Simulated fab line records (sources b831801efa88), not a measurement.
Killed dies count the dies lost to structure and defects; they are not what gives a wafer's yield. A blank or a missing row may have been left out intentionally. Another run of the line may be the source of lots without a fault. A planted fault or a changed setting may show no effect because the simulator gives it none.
fab line records ; flow sky130
record: lots: 12; wafers: 36; last_day: 50
route steps=708 shown VT_ADJUST_HVTR@142 VT_ADJUST_PCH@150 SONOS_ONO@183 GATE_OXIDE@201 PAD_OPEN@708
lots that met no fault: taken from a fault-free run of the same line
start_h: hours from the record's opening day to when the first of the lot's shown wafers began ; wait_h: hours since the lot's step before ; " unchanged from the row above ; L1.1+2: one row covering several wafers at once ; - no value present, or no start provided ; * or withheld: withheld ; < > ~ a bound
route shown NAME@n: a module of which the file shows steps, and the number in the route of the first ; usual: mean/standard deviation of fault-free wafers ; same: alike in all rows ; chamber/n: place in a boat ; sites: the reading at each site ; _std_site: the standard deviation of these ; _edge_site: inner sites' mean taken away from outer sites' mean ; radius_mm: for every site, how far away it sits from the centre of the wafer ; mask NAME#n: copy n ; behind: the most recent tool/chamber to have shaped the wafer ; hold: cause of the lot's hold/its duration in hours/its outcome ; device: whichever transistor did not switch (one of n, p or np) ; end of line: tests run on the same wafers once the route is complete ; a step with no rows: only its recipe ; killed: not the wafer's yield, but the dies lost to structure and defects at the first sort ; map: a wafer's dies, x killed, . not, _ none there
set.NAME: the setting that was run; set.NAME@STEP: the one run at that earlier step ; model.NAME: the simulator's own value behind a step, which no gauge read
steps of the route over a sample of lots; a table a step, a row a wafer
services: when a tool's chamber went out of use (start_h, in hours from the record's first day, below 0 if earlier), for how many hours, and the reason
== steps ==
step: SKY_VT_ADJUST_HVTR_TW_MEAS_11
usual: VT_ADJUST_HVTR_TW: 212.3/1.7
lot.wafer;tool;chamber;start_h;wait_h;VT_ADJUST_HVTR_TW
L391.1;film_metro-03;-;205.40;0.1;213.8
L391.5;film_metro-03;-;205.40;0.1;213.5
L391.6;film_metro-03;-;205.40;0.1;214.5
L394.4;film_metro-04;-;230.15;0.1;214.5
L394.5;film_metro-04;-;230.15;0.1;214.1
L394.6;film_metro-04;-;230.15;0.1;213.7
L395.1;film_metro-01;-;231.53;0.1;210.5
L395.2;film_metro-01;-;231.53;0.1;209.2
L395.6;film_metro-01;-;231.53;0.1;210.7
L396.2;film_metro-03;-;239.74;0.1;214.0
L396.3;film_metro-03;-;239.74;0.1;214.1
L396.6;film_metro-03;-;239.74;0.1;214.2
L404.3;film_metro-01;-;303.25;0.1;211.6
L404.4;film_metro-01;-;303.25;0.1;209.7
L404.6;film_metro-01;-;303.25;0.1;210.1
L406.1;film_metro-04;-;314.58;0.1;213.1
L406.3;film_metro-04;-;314.58;0.1;215.1
L406.5;film_metro-04;-;314.58;0.1;212.9
L407.1;film_metro-04;-;324.67;0.1;212.0
L407.3;film_metro-04;-;324.67;0.1;213.2
L407.6;film_metro-04;-;324.67;0.1;212.5
L408.2;film_metro-04;-;328.73;0.1;213.9
L408.3;film_metro-04;-;328.73;0.1;214.2
L408.6;film_metro-04;-;328.73;0.1;213.9
L409.2;film_metro-03;-;339.34;0.1;210.0
L409.5;film_metro-03;-;339.34;0.1;212.0
L409.6;film_metro-03;-;339.34;0.1;210.7
L410.2;film_metro-04;-;351.18;0.1;213.9
L410.3;film_metro-04;-;351.18;0.1;213.4
L410.5;film_metro-04;-;351.18;0.1;213.4
L412.1;film_metro-03;-;359.58;0.1;211.2
L412.2;film_metro-03;-;359.58;0.1;211.2
L412.4;film_metro-03;-;359.58;0.1;211.5
L413.2;film_metro-03;-;370.53;0.1;211.8
L413.3;film_metro-03;-;370.53;0.1;213.6
L413.4;film_metro-03;-;370.53;0.1;212.4
step: SKY_VT_ADJUST_PCH_OVL_MEAS_07
usual: VT_ADJUST_PCH_OVL: -0.5/1.9
lot.wafer;tool;chamber;start_h;wait_h;VT_ADJUST_PCH_OVL[nm]
L391.1;overlay-01;-;226.88;-;-0.8
L391.5;overlay-01;-;226.88;-;-2.1
L391.6;overlay-01;-;226.88;-;-2.3
L394.4;overlay-01;-;252.03;-;-2.1
L394.5;overlay-01;-;252.03;-;-2.8
L394.6;overlay-01;-;252.03;-;-2.5
L395.1;overlay-02;-;254.32;-;-1.1
L395.2;overlay-02;-;254.32;-;-1.6
L395.6;overlay-02;-;254.32;-;-2.9
L396.2;overlay-02;-;263.39;-;0.4
L396.3;overlay-02;-;263.39;-;1.2
L396.6;overlay-02;-;263.39;-;2.1
L404.3;overlay-01;-;329.18;-;-2.8
L404.4;overlay-01;-;329.18;-;-3.8
L404.6;overlay-01;-;329.18;-;-1.7
L406.1;overlay-02;-;341.12;-;-3.3
L406.3;overlay-02;-;341.12;-;0.6
L406.5;overlay-02;-;341.12;-;-2.5
L407.1;overlay-01;-;350.73;-;1.4
L407.3;overlay-01;-;350.73;-;1.4
L407.6;overlay-01;-;350.73;-;2.5
L408.2;overlay-01;-;355.43;-;-1.9
L408.3;overlay-01;-;355.43;-;-3.8
L408.6;overlay-01;-;355.43;-;-1.5
L409.2;overlay-02;-;366.79;-;-1.7
L409.5;overlay-02;-;366.79;-;-3.7
L409.6;overlay-02;-;366.79;-;-3.6
L410.2;overlay-01;-;378.87;-;2.1
L410.3;overlay-01;-;378.87;-;3.7
L410.5;overlay-01;-;378.87;-;1.7
L412.1;overlay-02;-;387.47;-;0.9
L412.2;overlay-02;-;387.47;-;-0.2
L412.4;overlay-02;-;387.47;-;-0.7
L413.2;overlay-02;-;399.26;-;-0.2
L413.3;overlay-02;-;399.26;-;1.6
L413.4;overlay-02;-;399.26;-;-1.0
step: SKY_SONOS_ONO_ETCH_15
recipe: target_depth_nm: 19.52; chemistry: CHF3/O2; source_w: 600; bias_w: 200; pressure_mtorr: 40; chf3_flow_sccm: 50; O2_flow_sccm: 5; time_s: 7.8
usual: O2_flow_sccm: 4.998/0.015; bias_w: 200.1/0.59; drypump_motor_current_A: 5.8/0.43; oes_product_au: 1.000/0.0099; throttle_valve_pct: 8.825/0.0092
lot.wafer;tool;chamber;start_h;wait_h;O2_flow_sccm;bias_w;drypump_motor_current_A;oes_product_au;rf_hours_counter_h;throttle_valve_pct
L391.1;rie_diel-01;2;277.97;0.0;5.000;200.7;5.3;1.004;34;8.828
L391.5;rie_diel-01;0;277.97;0.0;5.011;200.4;5.8;1.000;-;8.839
L391.6;rie_diel-01;3;277.97;0.0;4.980;200.7;4.8;1.012;-;8.821
L394.4;rie_diel-04;3;307.52;0.0;5.000;200.0;5.1;1.008;2;8.820
L394.5;rie_diel-04;0;307.52;0.0;4.979;200.8;6.1;0.993;-;8.822
L394.6;rie_diel-04;1;307.52;0.0;5.025;200.4;5.7;0.995;-;8.825
L395.1;rie_diel-03;3;310.77;0.0;-;-;-;-;-;-
L395.2;rie_diel-03;1;310.77;0.0;-;-;-;-;-;-
L395.6;rie_diel-03;0;310.77;0.0;-;-;-;-;-;-
L396.2;rie_diel-03;1;321.98;0.0;-;-;-;-;-;-
L396.3;rie_diel-03;0;321.98;0.0;-;-;-;-;-;-
L396.6;rie_diel-03;2;321.98;0.0;-;-;-;-;-;-
L404.3;rie_diel-01;0;393.48;0.0;5.018;200.8;5.8;1.011;3;8.827
L404.4;rie_diel-01;1;393.48;0.0;4.987;200.3;5.9;1.009;47;8.844
L404.6;rie_diel-01;1;393.48;0.0;4.999;199.8;5.9;1.014;-;8.819
L406.1;rie_diel-01;3;403.39;0.0;5.012;200.7;4.8;1.009;6;8.831
L406.3;rie_diel-01;2;403.39;0.0;4.991;199.8;5.3;1.007;36;8.823
L406.5;rie_diel-01;1;403.39;0.0;4.996;199.5;5.9;1.011;-;8.836
L407.1;rie_diel-03;1;412.56;0.0;4.971;200.5;5.8;0.996;37;8.824
L407.3;rie_diel-03;2;412.56;0.0;5.002;200.7;6.4;0.992;1;8.820
L407.6;rie_diel-03;1;412.56;0.0;4.979;198.9;5.8;0.999;-;8.823
L408.2;rie_diel-03;2;419.41;0.0;4.985;201.3;6.4;0.996;1;8.829
L408.3;rie_diel-03;0;419.41;0.0;4.994;200.2;5.8;0.988;0;8.795
L408.6;rie_diel-03;1;419.41;0.0;4.994;200.2;5.8;1.009;-;8.827
L409.2;rie_diel-03;2;430.28;0.0;4.987;200.1;6.4;1.004;1;8.827
L409.5;rie_diel-03;1;430.28;0.0;4.974;200.1;5.8;1.008;-;8.823
L409.6;rie_diel-03;2;430.28;0.0;4.984;199.9;6.4;0.995;-;8.828
L410.2;rie_diel-04;3;446.24;0.0;4.991;199.2;5.1;0.998;5;8.827
L410.3;rie_diel-04;1;446.24;0.0;5.007;200.3;5.7;0.983;71;8.825
L410.5;rie_diel-04;1;446.24;0.0;5.005;198.8;5.7;0.982;-;8.847
L412.1;rie_diel-03;1;453.59;0.0;5.009;199.9;5.8;1.013;38;8.829
L412.2;rie_diel-03;0;453.59;0.0;4.988;200.7;5.8;0.989;1;8.825
L412.4;rie_diel-03;3;453.59;0.0;4.986;200.3;6.3;1.007;89;8.825
L413.2;rie_diel-03;1;465.38;0.0;5.018;201.0;5.8;0.998;38;8.815
L413.3;rie_diel-03;3;465.38;0.0;4.981;199.9;6.3;1.001;89;8.829
L413.4;rie_diel-03;2;465.38;0.0;5.016;199.5;6.4;0.993;2;8.828
step: SKY_SONOS_ONO_STRIP_17
recipe: chemistry: O2/N2; power_w: 1400; pressure_mtorr: 1500; platen_temp_c: withheld; o2_flow_sccm: 3000; n2_flow_sccm: 300; overash_fraction: 0.5
usual: drypump_motor_current_A: 5.6/0.49; oes_product_au: 0.710/0.0047; strip_time_to_endpoint_s: 14.11/0.04
lot.wafer;tool;chamber;start_h;wait_h;drypump_motor_current_A;oes_product_au;rf_hours_counter_h;strip_time_to_endpoint_s
L391.1;plasma_asher-04;0;278.07;0.0;5.0;0.705;60;14.08
L391.5;plasma_asher-04;1;278.07;0.0;5.6;0.716;-;14.10
L391.6;plasma_asher-04;0;278.07;0.0;5.0;0.709;-;14.07
L394.4;plasma_asher-04;0;307.66;0.0;5.0;0.717;-;14.11
L394.5;plasma_asher-04;1;307.66;0.0;5.7;0.720;-;14.12
L394.6;plasma_asher-04;0;307.66;0.0;5.0;0.709;-;14.12
L395.1;plasma_asher-02;1;310.87;0.0;6.5;0.720;65;14.21
L395.2;plasma_asher-02;0;310.87;0.0;5.3;0.716;65;14.21
L395.6;plasma_asher-02;0;310.87;0.0;5.2;0.722;-;14.21
L396.2;plasma_asher-04;0;322.08;0.0;5.0;0.719;64;14.26
L396.3;plasma_asher-04;0;322.08;0.0;5.0;0.712;-;14.28
L396.6;plasma_asher-04;0;322.08;0.0;5.0;0.721;-;14.23
L404.3;plasma_asher-01;0;393.62;0.0;5.6;0.713;-;14.04
L404.4;plasma_asher-01;1;393.62;0.0;5.4;0.706;-;14.05
L404.6;plasma_asher-01;1;393.62;0.0;5.4;0.708;-;14.08
L406.1;plasma_asher-04;0;403.49;0.0;5.0;0.714;73;14.08
L406.3;plasma_asher-04;0;403.49;0.0;5.0;0.707;-;14.05
L406.5;plasma_asher-04;1;403.49;0.0;5.6;0.708;-;14.06
L407.1;plasma_asher-02;1;412.68;0.0;6.5;0.711;75;14.20
L407.3;plasma_asher-02;1;412.68;0.0;6.5;0.711;-;14.15
L407.6;plasma_asher-02;1;412.68;0.0;6.5;0.709;-;14.16
L408.2;plasma_asher-02;0;419.52;0.0;5.2;0.707;75;14.10
L408.3;plasma_asher-02;1;419.52;0.0;6.5;0.716;-;14.10
L408.6;plasma_asher-02;0;419.52;0.0;5.2;0.707;-;14.13
L409.2;plasma_asher-02;1;430.38;0.0;6.5;0.716;76;14.16
L409.5;plasma_asher-02;1;430.38;0.0;6.4;0.704;-;14.13
L409.6;plasma_asher-02;0;430.38;0.0;5.3;0.711;-;14.14
L410.2;plasma_asher-04;1;446.35;0.0;5.6;0.706;2;14.11
L410.3;plasma_asher-04;1;446.35;0.0;5.6;0.712;-;14.10
L410.5;plasma_asher-04;0;446.35;0.0;5.0;0.708;-;14.07
L412.1;plasma_asher-01;0;453.70;0.0;5.6;0.708;33;14.08
L412.2;plasma_asher-01;1;453.70;0.0;5.4;0.705;33;14.12
L412.4;plasma_asher-01;0;453.70;0.0;5.7;0.712;-;14.07
L413.2;plasma_asher-02;1;465.48;0.0;6.5;0.708;80;14.23
L413.3;plasma_asher-02;1;465.48;0.0;6.5;0.709;-;14.16
L413.4;plasma_asher-02;0;465.48;0.0;5.3;0.710;-;14.10
step: SKY_GATE_OXIDE_TW_MEAS_14
usual: GATE_OXIDE_TW: 226.4/1.8
lot.wafer;tool;chamber;start_h;wait_h;GATE_OXIDE_TW
L391.1;film_metro-04;-;304.25;0.1;229.3
L391.5;film_metro-04;-;304.25;0.1;228.8
L391.6;film_metro-04;-;304.25;0.1;228.3
L394.4;film_metro-03;-;338.53;0.1;225.2
L394.5;film_metro-03;-;338.53;0.1;224.8
L394.6;film_metro-03;-;338.53;0.1;225.5
L395.1;film_metro-01;-;341.20;0.1;223.4
L395.2;film_metro-01;-;341.20;0.1;223.9
L395.6;film_metro-01;-;341.20;0.1;223.1
L396.2;film_metro-03;-;350.83;0.1;225.2
L396.3;film_metro-03;-;350.83;0.1;225.1
L396.6;film_metro-03;-;350.83;0.1;225.0
L404.3;film_metro-03;-;424.68;0.1;224.8
L404.4;film_metro-03;-;424.68;0.1;225.5
L404.6;film_metro-03;-;424.68;0.1;225.6
L406.1;film_metro-04;-;435.65;0.1;229.5
L406.3;film_metro-04;-;435.65;0.1;230.3
L406.5;film_metro-04;-;435.65;0.1;229.1
L407.1;film_metro-01;-;445.61;0.1;224.2
L407.3;film_metro-01;-;445.61;0.1;224.4
L407.6;film_metro-01;-;445.61;0.1;224.1
L408.2;film_metro-01;-;452.56;0.1;224.2
L408.3;film_metro-01;-;452.56;0.1;225.1
L408.6;film_metro-01;-;452.56;0.1;224.9
L409.2;film_metro-04;-;467.16;0.1;229.1
L409.5;film_metro-04;-;467.16;0.1;229.4
L409.6;film_metro-04;-;467.16;0.1;228.6
L410.2;film_metro-04;-;478.46;0.1;228.1
L410.3;film_metro-04;-;478.46;0.1;228.1
L410.5;film_metro-04;-;478.46;0.1;228.4
L412.1;film_metro-01;-;487.25;0.1;225.9
L412.2;film_metro-01;-;487.25;0.1;225.8
L412.4;film_metro-01;-;487.25;0.1;225.6
L413.2;film_metro-03;-;497.77;0.1;225.1
L413.3;film_metro-03;-;497.77;0.1;226.1
L413.4;film_metro-03;-;497.77;0.1;225.0
step: SKY_PAD_OPEN_PROBE_99
usual: killed_at_M0_to_M3: 44/6.6; killed_at_M4_up: 3.0/2; killed_at_contacts: 24/5.1; killed_at_front_end: 15/4.1; killed_at_other: 0.4/0.62; killed_dies: 86/9.3; killed_open: 46/6.8; killed_short: 40/5.8
same: gross_dies: 492; killed_at_back_side: 0
lot.wafer;tool;chamber;start_h;wait_h;killed_at_M0_to_M3;killed_at_M4_up;killed_at_contacts;killed_at_front_end;killed_at_other;killed_dies;killed_open;killed_short
L391.1;prober-01;-;1071.33;0.1;46;2;29;14;0;91;47;44
L391.5;prober-01;-;1071.53;0.2;46;8;24;13;0;91;48;43
L391.6;prober-01;-;1071.58;0.2;41;5;24;17;0;87;42;45
L396.2;prober-01;-;1107.83;0.1;50;4;20;16;0;90;42;48
L396.3;prober-01;-;1107.88;0.2;54;3;24;15;0;96;54;40
L396.6;prober-01;-;1108.03;0.2;33;3;30;16;0;82;50;32
L395.1;prober-02;-;1111.13;0.1;38;5;25;16;0;84;51;33
L395.2;prober-02;-;1111.18;0.1;28;0;13;18;0;59;32;27
L395.6;prober-02;-;1111.38;0.2;39;3;19;16;0;77;45;32
L407.1;prober-02;-;1164.68;0.1;48;7;23;10;1;89;49;40
L407.3;prober-02;-;1164.78;0.2;49;6;29;18;0;102;56;46
L407.6;prober-02;-;1164.93;0.2;60;4;17;13;0;94;53;40
L409.2;prober-02;-;1178.91;0.1;54;0;30;17;1;102;60;42
L409.5;prober-02;-;1179.06;0.2;54;2;23;19;0;98;58;40
L409.6;prober-02;-;1179.11;0.2;47;5;25;20;0;97;49;48
L410.2;prober-01;-;1180.98;0.1;39;4;17;12;1;73;41;31
L410.3;prober-01;-;1181.03;0.2;41;4;28;11;0;84;50;33
L410.5;prober-01;-;1181.13;0.2;52;1;22;16;1;92;49;43
L412.1;prober-02;-;1188.01;0.1;38;1;24;20;0;83;45;38
L412.2;prober-02;-;1188.06;0.1;50;3;27;15;0;95;58;37
L412.4;prober-02;-;1188.16;0.2;49;3;18;15;0;85;45;40
killed by level:class
L391.1 CONTACT:geometric_particle:open=11 VIA1:geometric_particle:open=8 LOCAL_INTERCONNECT:geometric_particle:short=8 METAL1:geometric_particle:short=6 VIA2:geometric_particle:open=6 VIA3:geometric_particle:open=6 METAL3:geometric_particle:short=5 POLY_GATE:geometric_particle:short=4
L391.5 VIA2:geometric_particle:open=9 VIA1:geometric_particle:short=8 VIA1:geometric_particle:open=8 CONTACT:geometric_particle:open=7 METAL1:geometric_particle:short=6 POLY_GATE:geometric_particle:open=5 LI_CONTACT:geometric_particle:short=5 LI_CONTACT:geometric_particle:open=5
L391.6 VIA1:geometric_particle:open=13 LOCAL_INTERCONNECT:geometric_particle:short=8 CONTACT:geometric_particle:open=7 FIELD_ISO:geometric_particle:short=6 VIA2:geometric_particle:open=6 LI_CONTACT:geometric_particle:short=4 POLY_GATE:geometric_particle:open=4 METAL4:geometric_particle:short=4
L396.2 METAL2:geometric_particle:short=10 VIA2:geometric_particle:open=9 LI_CONTACT:geometric_particle:open=8 METAL1:geometric_particle:short=7 CONTACT:geometric_particle:open=6 VIA1:geometric_particle:open=6 VIA2:geometric_particle:short=6 FIELD_ISO:geometric_particle:open=4
L396.3 CONTACT:geometric_particle:open=13 VIA1:geometric_particle:open=11 VIA2:geometric_particle:open=11 VIA1:geometric_particle:short=6 VIA3:geometric_particle:open=6 CONTACT:geometric_particle:short=5 VIA2:geometric_particle:short=4 FIELD_ISO:geometric_particle:short=3
L396.6 CONTACT:geometric_particle:open=15 VIA1:geometric_particle:open=11 FIELD_ISO:geometric_particle:open=7 CONTACT:geometric_particle:short=7 LI_CONTACT:geometric_particle:open=5 VIA2:geometric_particle:open=5 FIELD_ISO:geometric_particle:short=4 METAL1:geometric_particle:short=4
L395.1 CONTACT:geometric_particle:open=11 VIA1:geometric_particle:open=10 FIELD_ISO:geometric_particle:open=6 LI_CONTACT:geometric_particle:open=6 VIA1:geometric_particle:short=6 VIA3:geometric_particle:open=6 METAL1:geometric_particle:short=5 LI_CONTACT:geometric_particle:short=4
L395.2 CONTACT:geometric_particle:open=7 VIA1:geometric_particle:open=7 FIELD_ISO:geometric_particle:open=5 POLY_GATE:geometric_particle:open=5 VIA1:geometric_particle:short=5 CONTACT:geometric_particle:short=4 METAL2:geometric_particle:short=3 VIA2:geometric_particle:short=3
L395.6 CONTACT:geometric_particle:open=8 VIA1:geometric_particle:open=8 VIA2:geometric_particle:open=8 VIA3:geometric_particle:open=7 POLY_GATE:geometric_particle:short=5 CONTACT:geometric_particle:short=5 LI_CONTACT:geometric_particle:open=4 METAL1:geometric_particle:short=4
L407.1 CONTACT:geometric_particle:open=12 VIA3:geometric_particle:open=11 VIA1:geometric_particle:open=7 METAL4:geometric_particle:short=6 VIA3:geometric_particle:short=5 VIA1:geometric_particle:short=5 VIA2:geometric_particle:short=5 VIA2:geometric_particle:open=5
L407.3 CONTACT:geometric_particle:open=14 METAL1:geometric_particle:short=10 VIA1:geometric_particle:open=8 LI_CONTACT:geometric_particle:open=6 VIA2:geometric_particle:open=6 METAL4:geometric_particle:short=6 POLY_GATE:geometric_particle:short=5 CONTACT:geometric_particle:short=5
L407.6 VIA1:geometric_particle:open=18 METAL1:geometric_particle:short=10 VIA2:geometric_particle:open=9 VIA3:geometric_particle:open=6 LOCAL_INTERCONNECT:geometric_particle:short=5 FIELD_ISO:geometric_particle:open=4 POLY_GATE:geometric_particle:open=4 LI_CONTACT:geometric_particle:open=4
L409.2 VIA1:geometric_particle:open=15 CONTACT:geometric_particle:open=10 LI_CONTACT:geometric_particle:open=8 VIA3:geometric_particle:open=8 POLY_GATE:geometric_particle:open=6 VIA3:geometric_particle:short=6 POLY_GATE:geometric_particle:short=5 METAL1:geometric_particle:short=5
L409.5 VIA2:geometric_particle:open=11 LI_CONTACT:geometric_particle:open=10 VIA1:geometric_particle:open=9 VIA3:geometric_particle:open=8 CONTACT:geometric_particle:open=7 FIELD_ISO:geometric_particle:open=5 VIA2:geometric_particle:short=5 METAL2:geometric_particle:short=5
L409.6 CONTACT:geometric_particle:open=10 METAL2:geometric_particle:short=9 VIA1:geometric_particle:open=8 METAL1:geometric_particle:short=7 VIA2:geometric_particle:open=7 FIELD_ISO:geometric_particle:open=6 LOCAL_INTERCONNECT:geometric_particle:short=6 FIELD_ISO:geometric_particle:short=5
L410.2 VIA2:geometric_particle:open=12 CONTACT:geometric_particle:open=10 METAL1:geometric_particle:short=6 VIA1:geometric_particle:open=5 VIA3:geometric_particle:open=5 LI_CONTACT:geometric_particle:open=4 POLY_GATE:geometric_particle:short=4 VIA1:geometric_particle:short=4
L410.3 CONTACT:geometric_particle:open=13 VIA2:geometric_particle:open=11 METAL1:geometric_particle:short=7 CONTACT:geometric_particle:short=5 VIA1:geometric_particle:open=5 VIA3:geometric_particle:open=5 LI_CONTACT:geometric_particle:open=4 VIA1:geometric_particle:short=4
L410.5 CONTACT:geometric_particle:open=11 VIA3:geometric_particle:open=9 VIA1:geometric_particle:open=8 METAL1:geometric_particle:short=7 METAL2:geometric_particle:short=7 VIA2:geometric_particle:open=6 FIELD_ISO:geometric_particle:open=4 LOCAL_INTERCONNECT:geometric_particle:short=4
L412.1 CONTACT:geometric_particle:open=11 VIA1:geometric_particle:open=11 POLY_GATE:geometric_particle:open=6 POLY_GATE:geometric_particle:short=5 LI_CONTACT:geometric_particle:open=5 METAL1:geometric_particle:short=5 METAL2:geometric_particle:short=5 VIA2:geometric_particle:open=4
L412.2 VIA1:geometric_particle:open=15 METAL2:geometric_particle:short=14 CONTACT:geometric_particle:open=11 LI_CONTACT:geometric_particle:open=8 FIELD_ISO:geometric_particle:open=7 VIA1:geometric_particle:short=6 CONTACT:geometric_particle:short=5 VIA2:geometric_particle:open=5
L412.4 VIA1:geometric_particle:open=14 CONTACT:geometric_particle:open=7 METAL1:geometric_particle:short=7 VIA1:geometric_particle:short=7 POLY_GATE:geometric_particle:open=6 METAL3:geometric_particle:short=4 LI_CONTACT:geometric_particle:open=4 VIA3:geometric_particle:open=4
== services ==
tool;chamber;start_h;hours;kind
plasma_asher-04;-;257.71;4.8;repair
rie_diel-04;3;269.30;5.1;repair
plasma_asher-01;-;304.06;14.6;pm
rie_diel-03;3;315.97;13.0;repair
rie_diel-03;-;322.65;2.8;pm
rie_diel-04;2;334.03;7.9;repair
rie_diel-03;2;334.95;1.3;repair
rie_diel-03;2;347.77;-;clean
rie_diel-03;2;347.77;17.0;scheduled_down
rie_diel-03;2;347.77;17.0;vent_cycle
rie_diel-01;3;349.71;3.2;repair
rie_diel-03;2;373.64;11.8;repair
rie_diel-03;0;389.01;-;clean
rie_diel-03;0;389.01;22.5;scheduled_down
rie_diel-03;0;389.01;22.5;vent_cycle
rie_diel-01;0;398.28;7.0;repair
rie_diel-04;0;409.70;4.4;repair
plasma_asher-04;-;421.25;9.0;pm
plasma_asher-04;0;421.25;9.2;vent_cycle
plasma_asher-04;1;421.25;9.2;vent_cycle
plasma_asher-04;-;425.27;5.1;repair
plasma_asher-04;0;430.25;-;clean
plasma_asher-04;1;430.25;-;clean
== key ==
first_sign: step: SKY_SONOS_ONO_ETCH_15; reading: tool_record; direction: missing
effect: step: SKY_SONOS_ONO_STRIP_17; reading: strip_time_to_endpoint_s; direction: up; sigmas: 3; usual: *; struck: *
met_at SKY_SONOS_ONO_ETCH_15
struck_lots L395,L396
tester_left_out L395,L396
not_acting_at SKY_VT_ADJUST_HVTR_TW_MEAS_11,SKY_VT_ADJUST_PCH_OVL_MEAS_07,SKY_GATE_OXIDE_TW_MEAS_14
fault: kind: skipped_step_whole; tool: rie_diel-03; chamber: -; onset_h: 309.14; steps: SKY_SONOS_ONO_ETCH_15; scope: struck_lots_only
tester_left_out: of these lots the tester's yield and bins aren't shown, on N5 and GAA mostly nor the transistor test; their killed dies are dies lost to structure and defects alone, not to doping, threshold or leakage, so they don't give the yield
